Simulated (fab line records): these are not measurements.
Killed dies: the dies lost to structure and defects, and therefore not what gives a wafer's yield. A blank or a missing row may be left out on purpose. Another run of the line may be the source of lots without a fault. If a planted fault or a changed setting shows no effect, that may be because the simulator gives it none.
Which of the tools did it? | flow gf180mcu | Sampling: 24 lots, 72 wafers, 5 of 602 route steps

## WHAT THE GAUGES READ, wafer by wafer
GF_V5_RS_MEAS_24: measures by four-point-probe.
lot  | measured     | on            | V5_W_RS (ohm/sq)
L074 | day 27 04:21 | film-metro-04 | 0.327 0.331 0.329
L075 | day 27 13:01 | film-metro-03 | 0.331 0.328 0.328
L076 | day 27 17:19 | film-metro-04 | 0.324 0.326 0.326
L077 | day 28 05:31 | film-metro-04 | 0.331 0.332 0.328
L078 | day 28 10:54 | film-metro-03 | 0.328 0.329 0.326
L079 | day 28 16:02 | film-metro-01 | 0.329 0.324 0.325
L080 | day 29 03:37 | film-metro-04 | 0.331 0.326 0.329
L081 | day 29 10:42 | film-metro-01 | 0.327 0.332 0.327
L082 | day 29 15:40 | film-metro-04 | 0.322 0.324 0.322
L083 | day 30 01:30 | film-metro-01 | 0.328 0.328 0.328
L084 | day 30 06:15 | film-metro-01 | 0.329 0.325 0.323
L085 | day 30 12:57 | film-metro-03 | 0.329 0.330 0.328
L086 | day 30 15:59 | film-metro-03 | 0.336 0.337 0.336
L087 | day 31 05:09 | film-metro-04 | 0.328 0.328 0.328
L088 | day 31 08:20 | film-metro-03 | 0.329 0.334 0.334
L089 | day 31 14:54 | film-metro-04 | 0.321 0.325 0.321
L090 | day 32 03:08 | film-metro-03 | 0.314 0.313 0.327
L091 | day 32 04:31 | film-metro-01 | 0.326 0.310 0.322
L092 | day 32 09:09 | film-metro-04 | 0.327 0.328 0.327
L093 | day 32 15:55 | film-metro-04 | 0.334 0.334 0.330
L094 | day 32 23:27 | film-metro-01 | 0.332 0.331 0.329
L095 | day 33 03:31 | film-metro-01 | 0.323 0.325 0.327
L096 | day 33 08:30 | film-metro-01 | 0.314 0.312 0.316
L097 | day 33 11:10 | film-metro-01 | 0.331 0.322 0.332

## WHAT TOOL EACH LOT RAN ON (gives the tool, then ch and the chambers of the sampled wafers, and finally the start)
lot  | GF_V2_SPUTTER_22             | GF_V4_CMP_26                  | GF_M5_ETCH_09                      | GF_V5_STRIP_18
L074 | pvd-sputter-04, day 20 04:53 | cmp-01 ch 0,1,2, day 24 08:25 | rie-diel-02 ch 0,2,3, day 26 04:45 | plasma-asher-03 ch 0,1, day 27 03:31
L075 | pvd-sputter-04, day 20 12:17 | cmp-02 ch 0,1,3, day 24 17:56 | rie-diel-01 ch 0,1,3, day 26 14:06 | plasma-asher-03 ch 0,1, day 27 12:16
L076 | pvd-sputter-02, day 20 19:29 | cmp-01 ch 0,1,2, day 24 22:40 | rie-diel-01 ch 0,2,3, day 26 18:49 | plasma-asher-04 ch 0,1, day 27 16:33
L077 | pvd-sputter-04, day 21 09:11 | cmp-02 ch 0,1,2, day 25 12:19 | rie-diel-01 ch 0,1,2, day 27 07:24 | plasma-asher-02 ch 0,1, day 28 04:46
L078 | pvd-sputter-01, day 21 16:26 | cmp-01 ch 0,2,3, day 25 18:47 | rie-diel-03 ch 1,2, day 27 12:49   | plasma-asher-04 ch 0,1, day 28 10:10
L079 | pvd-sputter-02, day 21 23:11 | cmp-02 ch 0,3, day 26 00:52   | rie-diel-03 ch 2,3, day 27 18:24   | plasma-asher-02 ch 0,1, day 28 15:17
L080 | pvd-sputter-01, day 22 13:38 | cmp-01 ch 2,3, day 26 13:13   | rie-diel-02 ch 0,1,2, day 28 05:45 | plasma-asher-04 ch 0,1, day 29 02:50
L081 | pvd-sputter-02, day 22 20:11 | cmp-01 ch 0,1,3, day 26 19:57 | rie-diel-01 ch 0,2, day 28 12:54   | plasma-asher-04 ch 0,1, day 29 09:56
L082 | pvd-sputter-02, day 23 02:26 | cmp-02 ch 0,1,3, day 27 00:20 | rie-diel-02 ch 0,1, day 28 17:51   | plasma-asher-04 ch 1, day 29 14:51
L083 | pvd-sputter-04, day 23 15:07 | cmp-01 ch 0,1,3, day 27 11:42 | rie-diel-02 ch 0,3, day 29 04:30   | plasma-asher-03 ch 0,1, day 30 00:46
L084 | pvd-sputter-04, day 23 20:38 | cmp-02 ch 0,1,2, day 27 16:49 | rie-diel-01 ch 0,2,3, day 29 09:06 | plasma-asher-02 ch 0,1, day 30 05:30
L085 | pvd-sputter-02, day 24 07:08 | cmp-01 ch 0,3, day 28 01:22   | rie-diel-01 ch 1,2,3, day 29 16:42 | plasma-asher-03 ch 0,1, day 30 12:09
L086 | pvd-sputter-02, day 24 09:43 | cmp-02 ch 0,1,3, day 28 05:19 | rie-diel-02 ch 0,3, day 29 20:21   | plasma-asher-03 ch 1, day 30 15:13
L087 | pvd-sputter-04, day 25 05:02 | cmp-02 ch 0,2, day 28 21:04   | rie-diel-03 ch 1,3, day 30 09:40   | plasma-asher-02 ch 0,1, day 31 04:21
L088 | pvd-sputter-04, day 25 08:16 | cmp-02 ch 0,2, day 28 23:53   | rie-diel-01 ch 0,1,3, day 30 12:12 | plasma-asher-04 ch 1, day 31 07:32
L089 | pvd-sputter-02, day 25 16:23 | cmp-02 ch 0,2,3, day 29 07:15 | rie-diel-03 ch 0,3, day 30 18:31   | plasma-asher-04 ch 0,1, day 31 14:09
L090 | pvd-sputter-02, day 26 00:56 | cmp-02 ch 1,3, day 29 14:30   | rie-diel-01 ch 0,2,3, day 31 07:42 | plasma-asher-02 ch 0, day 32 02:21
L091 | pvd-sputter-01, day 26 05:53 | cmp-02 ch 0,3, day 29 18:44   | rie-diel-01 ch 0,1,3, day 31 08:31 | plasma-asher-02 ch 0, day 32 03:45
L092 | pvd-sputter-04, day 26 14:38 | cmp-02 ch 0,2,3, day 30 02:45 | rie-diel-03 ch 0,1,2, day 31 13:39 | plasma-asher-02 ch 0,1, day 32 08:24
L093 | pvd-sputter-01, day 26 22:40 | cmp-02 ch 1,3, day 30 09:06   | rie-diel-01 ch 1,3, day 31 20:22   | plasma-asher-04 ch 0,1, day 32 15:08
L094 | pvd-sputter-04, day 27 09:02 | cmp-02 ch 1,3, day 30 17:28   | rie-diel-01 ch 1,3, day 32 04:42   | plasma-asher-03 ch 0,1, day 32 22:40
L095 | pvd-sputter-02, day 27 13:47 | cmp-01 ch 1,2, day 30 22:53   | rie-diel-02 ch 1,2,3, day 32 08:31 | plasma-asher-02 ch 0,1, day 33 02:39
L096 | pvd-sputter-02, day 27 18:42 | cmp-01 ch 0,1,2, day 31 03:20 | rie-diel-02 ch 0,1,3, day 32 14:51 | plasma-asher-02 ch 0,1, day 33 07:46
L097 | pvd-sputter-01, day 27 21:31 | cmp-01 ch 0,1,2, day 31 07:20 | rie-diel-01 ch 0,3, day 32 17:39   | plasma-asher-02 ch 0,1, day 33 10:23
- GF_V2_SPUTTER_22: material TiN, target thk 10 nm, time 40 s.
- GF_V4_CMP_26: polishes, stops on SiO2, t overpolish 15 s, target thk 0 nm.
- GF_M5_ETCH_09: etches Si3N4 in CF4/O2, target depth 52 nm, time 11.6 s.
- GF_V5_STRIP_18: strips in O2/N2.

## WHAT THE TOOLS THEMSELVES READ (means of the sampled wafers that have a number; where no wafer has one, the mark that the record gives instead)
GF_V2_SPUTTER_22.
lot  | tool           | cathode-dc-power-W (W) | throttle-valve-pct (%)
L074 | pvd-sputter-04 | 3999.8                 | 28.7
L075 | pvd-sputter-04 | 3999.7                 | 29.7
L076 | pvd-sputter-02 | 3999.1                 | 29.4
L077 | pvd-sputter-04 | 3999.7                 | 29.9
L078 | pvd-sputter-01 | 3999.7                 | 30.0
L079 | pvd-sputter-02 | 4000.6                 | 29.4
L080 | pvd-sputter-01 | 4000.5                 | 30.7
L081 | pvd-sputter-02 | 4000.0                 | 29.3
L082 | pvd-sputter-02 | 4000.3                 | 29.7
L083 | pvd-sputter-04 | 4000.6                 | 28.7
L084 | pvd-sputter-04 | 3999.7                 | 28.9
L085 | pvd-sputter-02 | 4000.6                 | 29.8
L086 | pvd-sputter-02 | 3999.8                 | 29.4
L087 | pvd-sputter-04 | 3999.8                 | 29.6
L088 | pvd-sputter-04 | 4000.9                 | 30.0
L089 | pvd-sputter-02 | 4000.2                 | 29.3
L090 | pvd-sputter-02 | 3999.8                 | 29.3
L091 | pvd-sputter-01 | 4000.2                 | 30.6
L092 | pvd-sputter-04 | 3999.5                 | 28.9
L093 | pvd-sputter-01 | 4000.3                 | 30.5
L094 | pvd-sputter-04 | 4000.3                 | 29.7
L095 | pvd-sputter-02 | 3999.6                 | 29.7
L096 | pvd-sputter-02 | 3999.6                 | 29.1
L097 | pvd-sputter-01 | 4000.4                 | 30.1

GF_V4_CMP_26.
lot  | tool   | motor-current-A (A) | overpolish-run-s (s) | time-to-endpoint-s (s)
L074 | cmp-01 | 11.1                | 15.004               | 84.2
L075 | cmp-02 | 10.0                | 15.010               | 87.9
L076 | cmp-01 | 10.9                | 14.994               | 86.4
L077 | cmp-02 | 10.7                | 14.992               | 82.1
L078 | cmp-01 | 10.5                | 14.999               | 86.4
L079 | cmp-02 | 10.3                | 14.987               | 85.6
L080 | cmp-01 | 10.0                | 15.001               | 87.9
L081 | cmp-01 | 10.5                | 15.006               | 89.6
L082 | cmp-02 | 10.2                | 15.002               | 81.7
L083 | cmp-01 | 10.5                | 15.000               | 84.7
L084 | cmp-02 | 10.9                | 14.995               | 87.1
L085 | cmp-01 | 9.8                 | 15.002               | 87.8
L086 | cmp-02 | 10.0                | 15.005               | 86.9
L087 | cmp-02 | 10.7                | 14.998               | 86.5
L088 | cmp-02 | 11.8                | 14.996               | 87.0
L089 | cmp-02 | 11.2                | 14.998               | 85.3
L090 | cmp-02 | 9.8                 | 15.001               | 86.6
L091 | cmp-02 | 9.8                 | 15.010               | 85.9
L092 | cmp-02 | 11.2                | 15.009               | 87.9
L093 | cmp-02 | 10.0                | 15.006               | 86.0
L094 | cmp-02 | 10.3                | 15.002               | 84.8
L095 | cmp-01 | 10.7                | 15.000               | 84.6
L096 | cmp-01 | 11.4                | 14.998               | 84.9
L097 | cmp-01 | 10.6                | 15.003               | 88.3

GF_M5_ETCH_09.
lot  | tool        | drypump-motor-current-A (A) | oes-product-au (a.u.) | rf-fwd-power-W (W) | throttle-valve-pct (%)
L074 | rie-diel-02 | 5.7                         | 1.000                 | 787                | 5.969
L075 | rie-diel-01 | 5.6                         | 0.995                 | 782                | 5.979
L076 | rie-diel-01 | 5.4                         | 0.991                 | 786                | 5.968
L077 | rie-diel-01 | 5.2                         | 1.004                 | 785                | 5.977
L078 | rie-diel-03 | 5.7                         | 1.005                 | 783                | 5.980
L079 | rie-diel-03 | 5.6                         | 0.997                 | 787                | 5.973
L080 | rie-diel-02 | 6.0                         | 0.998                 | 787                | 5.974
L081 | rie-diel-01 | 5.4                         | 1.009                 | 786                | 5.978
L082 | rie-diel-02 | 5.9                         | 0.993                 | 792                | 5.967
L083 | rie-diel-02 | 5.6                         | 0.999                 | 790                | 5.970
L084 | rie-diel-01 | 5.4                         | 1.009                 | 784                | 5.961
L085 | rie-diel-01 | 5.3                         | 0.994                 | 788                | 5.972
L086 | rie-diel-02 | 5.7                         | 0.994                 | 790                | 5.972
L087 | rie-diel-03 | 5.7                         | 1.002                 | 785                | 5.973
L088 | rie-diel-01 | 5.6                         | 1.006                 | 782                | 5.969
L089 | rie-diel-03 | 5.7                         | 0.997                 | 782                | 5.963
L090 | rie-diel-01 | 5.4                         | 1.005                 | 787                | 5.971
L091 | rie-diel-01 | 5.6                         | 1.001                 | 783                | 5.974
L092 | rie-diel-03 | 5.7                         | 1.005                 | 783                | 5.975
L093 | rie-diel-01 | 5.6                         | 0.998                 | 781                | 5.967
L094 | rie-diel-01 | 5.6                         | 0.999                 | 780                | 5.969
L095 | rie-diel-02 | 5.9                         | 0.989                 | 791                | 5.966
L096 | rie-diel-02 | 5.9                         | 1.001                 | 789                | 5.975
L097 | rie-diel-01 | 5.7                         | 0.993                 | 781                | 5.970

GF_V5_STRIP_18.
lot  | tool            | drypump-motor-current-A (A) | heater-power-w (W) | oes-product-au (a.u.)
L074 | plasma-asher-03 | 6.1                         | 331                | 0.571
L075 | plasma-asher-03 | 6.3                         | 324                | 0.568
L076 | plasma-asher-04 | 5.5                         | 332                | 0.571
L077 | plasma-asher-02 | 5.7                         | 352                | 0.567
L078 | plasma-asher-04 | 5.5                         | 342                | 0.568
L079 | plasma-asher-02 | 5.7                         | 347                | 0.571
L080 | plasma-asher-04 | 5.5                         | 336                | 0.566
L081 | plasma-asher-04 | 5.5                         | 338                | 0.565
L082 | plasma-asher-04 | 5.5                         | 283                | 0.572
L083 | plasma-asher-03 | 6.1                         | 333                | 0.572
L084 | plasma-asher-02 | 5.7                         | 353                | 0.568
L085 | plasma-asher-03 | 6.1                         | 332                | 0.562
L086 | plasma-asher-03 | 5.9                         | 341                | 0.564
L087 | plasma-asher-02 | 5.7                         | 355                | 0.564
L088 | plasma-asher-04 | 5.4                         | 285                | 0.566
L089 | plasma-asher-04 | 5.5                         | 311                | 0.566
L090 | plasma-asher-02 | 5.4                         | 294                | 0.568
L091 | plasma-asher-02 | 5.4                         | 298                | 0.573
L092 | plasma-asher-02 | 5.7                         | 355                | 0.568
L093 | plasma-asher-04 | 5.5                         | 311                | 0.564
L094 | plasma-asher-03 | 6.1                         | 336                | 0.569
L095 | plasma-asher-02 | 5.5                         | 326                | 0.567
L096 | plasma-asher-02 | 5.5                         | 323                | 0.570
L097 | plasma-asher-02 | 5.7                         | 356                | 0.568

## THE ANSWER, worked out from the rows above alone
Rule: usual is defined by the lots themselves. The widest of any qualifying gaps counts: lots, ordered by their means at a reading, are off when they make up no more than a third of the lots, leave a main group of 4 or more, and stand apart from it by 3 or more times the standard deviation of that group's means. The tables above print the reading to a certain number of digits; a main group whose means all agree to those digits is not used. A lot without any number at a reading at which 4 lots or more have one is off too. Any other lot the step has rows for is counted as sound. Order of review: gauges by route order, followed by the tools' own readings, for which a lot's mean as printed above is used. At the first step where some lot is off, the reading lying furthest off is the one used; lots without a number count as furthest.
Across all readings shown, no lot is off: no conclusion can be drawn from this.

## WHAT THE SIMULATOR PUT IN
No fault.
